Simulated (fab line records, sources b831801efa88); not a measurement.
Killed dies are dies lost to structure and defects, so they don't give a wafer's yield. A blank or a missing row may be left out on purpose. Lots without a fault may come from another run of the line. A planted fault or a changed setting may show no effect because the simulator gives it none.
fab line records | flow sky130
record lots=12 wafers=36 last_day=50
route steps=708 shown POLY_GATE@229 LDD_P@263 LOCAL_INTERCONNECT@398
lots that met no fault: from a run of the same line without faults
start_h: hours from the record's first day to the start of the lot's first wafer shown | wait_h: hours since the lot's step before | " the same as in the row above | L1.1+2: a row that stands for several wafers | - no value, or no start given | * or withheld: withheld | < > ~ a bound
route shown NAME@n: a module of which the file shows steps, and the number in the route of the first | usual: mean/standard deviation of fault-free wafers | same: alike in all rows | chamber/n: place in a boat | sites: the reading at each site | _std_site: their standard deviation | _edge_site: outer sites' mean less inner sites' | radius_mm: how far each site lies from the wafer's centre | mask NAME#n: copy n | behind: the tool/chamber that last shaped the wafer | hold: why the lot was held/for how many hours/how that ended | device: the transistor (n, p or np) that didn't switch | end of line: the same wafers' tests at the end of the route | a step without rows: its recipe alone | killed: dies lost to structure and defects at the first sort, not the wafer's yield | map: a wafer's dies, x killed, . not, _ none there
set.NAME: the setting as run; set.NAME@STEP: as run at that earlier step | model.NAME: the simulator's own value behind a step, which no gauge read
steps of the route over a sample of lots; a table a step, a row a wafer
services: from which hour (start_h, from the record's first day; less than 0 if before it) a tool's chamber was out of use, for how many hours, and why
## steps
# step SKY_POLY_GATE_ETCH_15
# recipe chemistry=N2/H2 target=BARC ion_energy_ev=200 source_w=500 bias_w=100 pressure_mtorr=30 n2_flow_sccm=100 h2_flow_sccm=200 stop_on=SiO2 time_s=118.5 target_depth_a=1100
# usual bias_w=99.95/0.28 drypump_motor_current_A=5.7/0.5 n2_flow_sccm=100.0/0.31 oes_product_au=0.715/0.0047 throttle_valve_pct=13.211/0.0089
# columns lot.wafer tool chamber start_h wait_h bias_w drypump_motor_current_A n2_flow_sccm oes_product_au rf_hours_counter_h throttle_valve_pct
L149.1 rie_diel-04 0 365.53 0.0 100.04 6.4 99.5 0.719 39 13.210
L149.4 " 3 " " 100.01 5.0 100.5 0.713 3 13.223
L149.6 " 0 " " 99.98 6.3 99.5 0.709 - 13.223
L155.1 rie_diel-01 3 419.19 0.0 99.66 5.7 99.9 0.719 3 13.215
L155.5 " 3 " " 99.97 5.7 99.5 0.727 - 13.189
L155.6 " 2 " " 99.36 6.3 100.3 0.710 - 13.215
L156.1 rie_diel-03 3 429.23 0.0 99.77 6.0 100.0 0.713 1 13.211
L156.3 " 0 " " 99.38 5.6 100.0 0.715 5 13.201
L156.5 " 1 " " 99.64 6.3 99.9 0.708 - 13.224
L164.2 rie_diel-03 1 507.69 0.0 100.04 6.3 99.7 0.719 81 13.205
L164.4 " 2 " " 100.36 4.8 100.1 0.717 4 13.203
L164.5 " 2 " " 100.19 4.8 100.3 0.725 - 13.198
L165.4 rie_diel-04 2 509.68 0.0 100.17 5.6 100.0 0.716 31 13.225
L165.5 " 1 " " 99.74 5.6 99.7 0.713 - 13.213
L165.6 " 0 " " 100.22 6.4 100.6 0.724 - 13.204
L166.4 rie_diel-04 1 521.59 0.0 100.09 5.6 100.5 0.721 8 13.203
L166.5 " 1 " " 99.90 5.6 100.3 0.720 - 13.202
L166.6 " 0 " " 99.58 6.3 100.0 0.715 - 13.224
L167.1 rie_diel-03 0 529.44 0.0 100.17 5.6 99.6 0.719 7 13.220
L167.5 " 1 " " 99.79 6.3 100.5 0.710 - 13.207
L167.6 " 2 " " 99.81 4.8 99.9 0.717 - 13.206
L168.1 rie_diel-03 1 533.84 0.0 99.53 6.3 99.6 0.724 81 13.218
L168.5 " 0 " " 99.21 5.6 99.9 0.718 - 13.208
L168.6 " 3 " " 100.09 6.0 100.2 0.712 - 13.217
L169.1 rie_diel-03 1 537.58 0.0 99.71 6.3 99.7 0.723 81 13.208
L169.2 " 0 " " 99.86 5.6 100.0 0.714 7 13.209
L169.5 " 2 " " 100.19 4.8 100.0 0.716 - 13.229
L170.2 rie_diel-03 0 552.09 0.0 100.12 5.6 99.9 0.718 7 13.202
L170.3 " 2 " " 100.31 4.8 99.6 0.718 5 13.208
L170.4 " 1 " " 100.17 6.3 99.9 0.711 82 13.205
L171.3 rie_diel-03 0 559.63 0.0 99.64 5.6 100.0 0.717 7 13.213
L171.4 " 0 " " 99.91 5.6 99.9 0.725 - 13.220
L171.5 " 3 " " 100.36 6.0 100.5 0.716 - 13.211
L172.2 rie_diel-04 0 570.58 0.0 100.13 6.3 100.2 0.719 43 13.195
L172.3 " 3 " " 100.25 5.0 100.1 0.716 8 13.206
L172.6 " 2 " " 100.25 5.5 100.2 0.721 - 13.215
# step SKY_POLY_GATE_OXIDATION_20
# recipe temp_c=850 ambient=O2 stabilise_s=600 purge_s=300 target_thk_a=40 ox_time_s=899
# usual ox_time_s=899/0 spike_tc_bottom_C=865.3/1.3 tube_center_temp_C=850/0.076 zone_power_bottom_pct=21.8/2
# columns lot.wafer tool chamber start_h wait_h ox_time_s spike_tc_bottom_C tube_center_temp_C zone_power_bottom_pct
L149.1 furnace-02 0 366.63 0.7 899 865.8 850.04 24.1
L149.4 " 0 " " 899 865.7 850.01 24.4
L149.6 " 0 " " 899 866.3 850.09 24.2
L155.1 furnace-02 0 419.73 0.1 719.2 866.9 849.78 24.3
L155.5 " 0 " " 719.2 865.9 849.93 24.5
L155.6 " 0 " " 719.2 865.3 850.05 24.5
L156.1 furnace-02 0 430.06 0.4 719.2 867.7 850.17 24.2
L156.3 " 0 " " 719.2 865.0 850.06 24.6
L156.5 " 0 " " 719.2 866.9 849.93 24.4
L164.2 furnace-01 0 508.08 0.0 899 864.6 850.01 19.9
L164.4 " 0 " " 899 864.7 850.05 20.2
L164.5 " 0 " " 899 865.5 849.97 20.0
L165.4 furnace-01 0 510.06 0.0 899 867.2 850.17 20.4
L165.5 " 0 " " 899 864.5 850.02 20.2
L165.6 " 0 " " 899 863.9 850.07 20.0
L166.4 furnace-02 0 521.98 0.0 899 866.7 849.95 24.6
L166.5 " 0 " " 899 865.9 850.02 24.8
L166.6 " 0 " " 899 867.4 849.99 24.2
L167.1 furnace-02 0 529.83 0.0 899 866.0 850.03 24.3
L167.5 " 0 " " 899 866.4 849.96 24.1
L167.6 " 0 " " 899 865.5 849.89 24.1
L168.1 furnace-01 0 534.23 0.0 899 864.7 849.95 20.1
L168.5 " 0 " " 899 863.4 850.05 20.4
L168.6 " 0 " " 899 864.5 849.96 20.5
L169.1 furnace-01 0 537.96 0.0 899 864.1 849.91 20.0
L169.2 " 0 " " 899 865.9 850.06 20.1
L169.5 " 0 " " 899 864.1 849.89 20.4
L170.2 furnace-02 0 552.49 0.0 899 866.3 850 24.1
L170.3 " 0 " " 899 864.9 850.07 24.2
L170.4 " 0 " " 899 866.7 850.15 24.4
L171.3 furnace-01 0 560.76 0.7 899 864.7 849.81 19.9
L171.4 " 0 " " 899 864.7 850.06 20.4
L171.5 " 0 " " 899 865.6 849.84 20.0
L172.2 furnace-01 0 571.90 0.9 899 864.0 850.01 20.4
L172.3 " 0 " " 899 864.9 850.04 19.8
L172.6 " 0 " " 899 865.1 849.99 20.4
# step SKY_POLY_GATE_THK_MEAS_21
# recipe reads=SiO2_of_POLY_GATE_OXIDATION_20
# usual POLY_GATE_OXIDATION_THK=3.98/0.09
# columns lot.wafer tool chamber start_h wait_h POLY_GATE_OXIDATION_THK[nm]
L149.1 film_metro-03 - 367.88 0.0 4.05
L149.4 " - " " 4.15
L149.6 " - " " 4.08
L155.1 film_metro-03 - 420.98 0.0 3.39
L155.5 " - " " 3.32
L155.6 " - " " 3.30
L156.1 film_metro-02 - 431.31 0.0 3.29
L156.3 " - " " 3.38
L156.5 " - " " 3.35
L164.2 film_metro-03 - 509.34 0.0 4.10
L164.4 " - " " 4.19
L164.5 " - " " 4.11
L165.4 film_metro-04 - 511.34 0.0 4.13
L165.5 " - " " 4.09
L165.6 " - " " 4.11
L166.4 film_metro-03 - 523.26 0.0 3.98
L166.5 " - " " 3.91
L166.6 " - " " 3.89
L167.1 film_metro-02 - 531.08 0.0 4.08
L167.5 " - " " 4.05
L167.6 " - " " 4.06
L168.1 film_metro-03 - 535.48 0.0 4.07
L168.5 " - " " 4.10
L168.6 " - " " 4.02
L169.1 film_metro-02 - 539.21 0.0 4.04
L169.2 " - " " 4.00
L169.5 " - " " 4.12
L170.2 film_metro-04 - 553.75 0.0 3.94
L170.3 " - " " 3.99
L170.4 " - " " 3.95
L171.3 film_metro-02 - 562.03 0.0 3.89
L171.4 " - " " 3.97
L171.5 " - " " 3.95
L172.2 film_metro-03 - 573.16 0.0 4.08
L172.3 " - " " 4.09
L172.6 " - " " 4.15
# step SKY_LDD_P_OVL_MEAS_08
# usual LDD_P_OVL=0.6/1.4
# columns lot.wafer tool chamber start_h wait_h LDD_P_OVL[nm]
L149.1 overlay-02 - 426.99 0.1 2.9
L149.4 " - " " 3.6
L149.6 " - " " 1.9
L155.1 overlay-01 - 483.19 0.1 -0.7
L155.5 " - " " 0.1
L155.6 " - " " -2.0
L156.1 overlay-02 - 494.24 0.1 0.5
L156.3 " - " " -0.1
L156.5 " - " " -1.2
L164.2 overlay-01 - 570.84 0.1 0.7
L164.4 " - " " 1.7
L164.5 " - " " -0.1
L165.4 overlay-02 - 572.71 0.1 2.0
L165.5 " - " " 1.4
L165.6 " - " " 0.9
L166.4 overlay-02 - 584.70 0.1 1.9
L166.5 " - " " 1.7
L166.6 " - " " 1.9
L167.1 overlay-02 - 591.78 0.1 0.7
L167.5 " - " " 1.8
L167.6 " - " " 0.7
L168.1 overlay-01 - 596.64 0.1 2.7
L168.5 " - " " 2.4
L168.6 " - " " 3.0
L169.1 overlay-02 - 599.94 0.1 -1.4
L169.2 " - " " 0.4
L169.5 " - " " -1.1
L170.2 overlay-02 - 613.59 0.1 1.4
L170.3 " - " " 1.8
L170.4 " - " " 2.3
L171.3 overlay-02 - 620.85 0.1 0.5
L171.4 " - " " -0.1
L171.5 " - " " 0.5
L172.2 overlay-01 - 632.34 0.1 -1.7
L172.3 " - " " -0.1
L172.6 " - " " 0.1
# step SKY_LOCAL_INTERCONNECT_CD_MEAS_11
# recipe target_cd_nm=170
# usual cd_nm=169.8/1.6
# columns lot.wafer tool chamber start_h wait_h cd_nm
L149.1 cd_sem-01 - 700.16 - 173.2
L149.4 " - " " 173.6
L149.6 " - " " 171.5
L155.1 cd_sem-01 - 750.96 - 168.7
L155.5 " - " " 168.6
L155.6 " - " " 169.9
L156.1 cd_sem-02 - 757.72 - 168.8
L156.3 " - " " 169.3
L156.5 " - " " 170.4
L164.2 cd_sem-02 - 826.79 - 168.5
L164.4 " - " " 169.9
L164.5 " - " " 168.7
L165.4 cd_sem-01 - 827.89 - 170.5
L165.5 " - " " 170.4
L165.6 " - " " 171.0
L166.4 cd_sem-02 - 836.18 - 170.5
L166.5 " - " " 169.9
L166.6 " - " " 169.5
L167.1 cd_sem-02 - 845.48 - 170.5
L167.5 " - " " 168.0
L167.6 " - " " 168.9
L168.1 cd_sem-01 - 848.22 - 171.2
L168.5 " - " " 170.9
L168.6 " - " " 170.6
L169.1 cd_sem-01 - 854.18 - 170.5
L169.2 " - " " 169.6
L169.5 " - " " 171.3
L170.2 cd_sem-01 - 863.03 - 169.5
L170.3 " - " " 168.0
L170.4 " - " " 169.4
L171.3 cd_sem-02 - 872.28 - 171.9
L171.4 " - " " 173.3
L171.5 " - " " 172.7
L172.2 cd_sem-01 - 880.36 - 168.4
L172.3 " - " " 169.2
L172.6 " - " " 168.8
## services
# columns tool chamber start_h hours kind
rie_diel-04 - 341.59 1.3 repair
rie_diel-01 1 347.91 1.6 repair
rie_diel-01 - 358.35 0.6 repair
rie_diel-04 - 367.42 1.1 repair
furnace-01 - 384.00 2.4 pm
rie_diel-03 3 386.91 - clean
rie_diel-03 3 386.91 17.1 scheduled_down
furnace-02 - 387.55 4.4 pm
rie_diel-01 3 390.54 3.0 repair
rie_diel-04 0 394.53 5.5 repair
furnace-02 - 404.30 8.6 pm
rie_diel-04 1 424.37 3.4 repair
rie_diel-04 1 433.87 4.6 repair
rie_diel-04 2 434.32 3.5 repair
furnace-01 - 442.49 1.2 repair
rie_diel-04 - 515.70 2.8 pm
furnace-02 - 516.00 2.7 pm
rie_diel-04 2 527.51 5.9 repair
rie_diel-01 - 527.52 2.8 pm
rie_diel-01 0 533.95 11.8 repair
furnace-01 - 548.93 3.4 pm
furnace-01 - 552.28 3.8 pm
furnace-02 - 556.09 2.8 pm
furnace-02 - 570.13 48.5 repair
## key
first_sign step=SKY_POLY_GATE_OXIDATION_20 reading=ox_time_s direction=down sigmas=99+ usual=* struck=*
effect step=SKY_POLY_GATE_THK_MEAS_21 reading=POLY_GATE_OXIDATION_THK direction=down sigmas=7.2 usual=3.98 struck=3.34
met_at SKY_POLY_GATE_OXIDATION_20
struck_lots L155,L156
tester_left_out L155,L156
not_acting_at SKY_POLY_GATE_ETCH_15,SKY_LDD_P_OVL_MEAS_08,SKY_LOCAL_INTERCONNECT_CD_MEAS_11
onset_between 366.63 419.73
fault kind=process_parameter_drift tool=furnace-02 chamber=- onset_h=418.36 steps=SKY_POLY_GATE_OXIDATION_20 channel=ox_time_s offset=* shape=step end_h=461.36 acts_in=* stated=*
# tester_left_out: of these lots the tester's yield and bins aren't shown, on N5 and GAA mostly nor the transistor test; their killed dies are dies lost to structure and defects alone, not to doping, threshold or leakage, so they don't give the yield
